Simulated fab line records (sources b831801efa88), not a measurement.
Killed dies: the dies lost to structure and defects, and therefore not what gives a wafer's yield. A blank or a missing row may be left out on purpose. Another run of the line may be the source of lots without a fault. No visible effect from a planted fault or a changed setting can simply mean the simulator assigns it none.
One fault through the eyes of 2 desks || flow sky130 || numbers are kept per desk, each desk with only its own; the story behind them comes last

## AT THE METROLOGY DESK
Lot by lot, what the gauges showed, no matter which tool ran the lot: averages of those sampled wafers that carry a number. Any lot whose mean is over 4 standard deviations away from the usual mean is out of limits and marked OUT; that distance is given in the brackets.
Columns: A = SD_P_RS at SKY_SD_N_RS_MEAS_17, usual 147.1 ohm/sq; B = LI_CONTACT_OVL at SKY_LI_CONTACT_OVL_MEAS_13, usual 0 nm
{"lot": "L148", "first seen here": "day 28 12:44", "A": 147.4, "B": 3}
{"lot": "L149", "first seen here": "day 29 00:19", "A": 147.2, "B": 2}
{"lot": "L156", "first seen here": "day 30 18:38", "A": 147.3, "B": 2}
{"lot": "L157", "first seen here": "day 31 08:05", "A": 146.8, "B": -2}
{"lot": "L158", "first seen here": "day 31 13:47", "A": 146.9, "B": -3}
{"lot": "L159", "first seen here": "day 32 01:08", "A": 147.2, "B": -6}
{"lot": "L161", "first seen here": "day 32 15:13", "A": 147.0, "B": -12}
{"lot": "L163", "first seen here": "day 33 04:50", "A": 146.9, "B": -4}
{"lot": "L165", "first seen here": "day 34 06:22", "A": 147.4, "B": -1}
{"lot": "L166", "first seen here": "day 34 13:44", "A": 147.1, "B": 2}
{"lot": "L168", "first seen here": "day 34 19:56", "A": 146.9, "B": -7}
{"lot": "L169", "first seen here": "day 35 03:05", "A": 147.1, "B": 0}
{"lot": "L170", "first seen here": "day 35 11:05", "A": 147.2, "B": 4}
Result from this desk: across the 13 lots, nothing is out of limits.

## FOR THE TOOL OWNER'S DESK: lithoTrack-04
The tool's own readings at SKY_LI_CONTACT_SOFTBAKE_08 (time 90 s): means of the sampled wafers that have a number, for each lot that ran on this tool. Any lot whose mean is over 4 standard deviations away from the usual mean is out of limits and marked OUT; that distance is given in the brackets.
Columns: A = heaterPowerTotalW at SKY_LI_CONTACT_SOFTBAKE_08, usual 57.36 W; B = plateTempC at SKY_LI_CONTACT_SOFTBAKE_08, usual 99.99 C
{"lot": "L149", "first seen here": "day 29 15:00", "A": 57.38, "B": 99.98}
{"lot": "L157", "first seen here": "day 31 22:00", "A": 57.40, "B": 100.02}
{"lot": "L158", "first seen here": "day 32 03:00", "A": "56.72 (-5.3) OUT", "B": "99.47 (-4.3) OUT"}
{"lot": "L159", "first seen here": "day 32 15:00", "A": "56.80 (-4.6) OUT", "B": "99.35 (-5.3) OUT"}
{"lot": "L170", "first seen here": "day 36 00:00", "A": 57.41, "B": 99.83}
This desk finds L158, L159 out of limits, L158 being first, at day 32 03:00 (heaterPowerTotalW at SKY_LI_CONTACT_SOFTBAKE_08). L149, L157, L170 stayed within limits.

## PUT TOGETHER
An alarm could have come from the tool owner's desk at day 32 03:00, on L158, L159.
At the metrology desk, nothing out of limits was observed.
The metrology desk has L158, L159 on record, within its limits.
All the named lots went through SKY_LI_CONTACT_SOFTBAKE_08 on lithoTrack-04.

## WHAT HAD BEEN PUT IN BY THE SIMULATOR
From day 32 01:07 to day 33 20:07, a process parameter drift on lithoTrack-04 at SKY_LI_CONTACT_SOFTBAKE_08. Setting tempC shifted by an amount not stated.
Struck lots among those shown: L158, L159.
Time in hours from fault onset to the first out-of-limits reading at each desk: the tool owner's desk, 2.
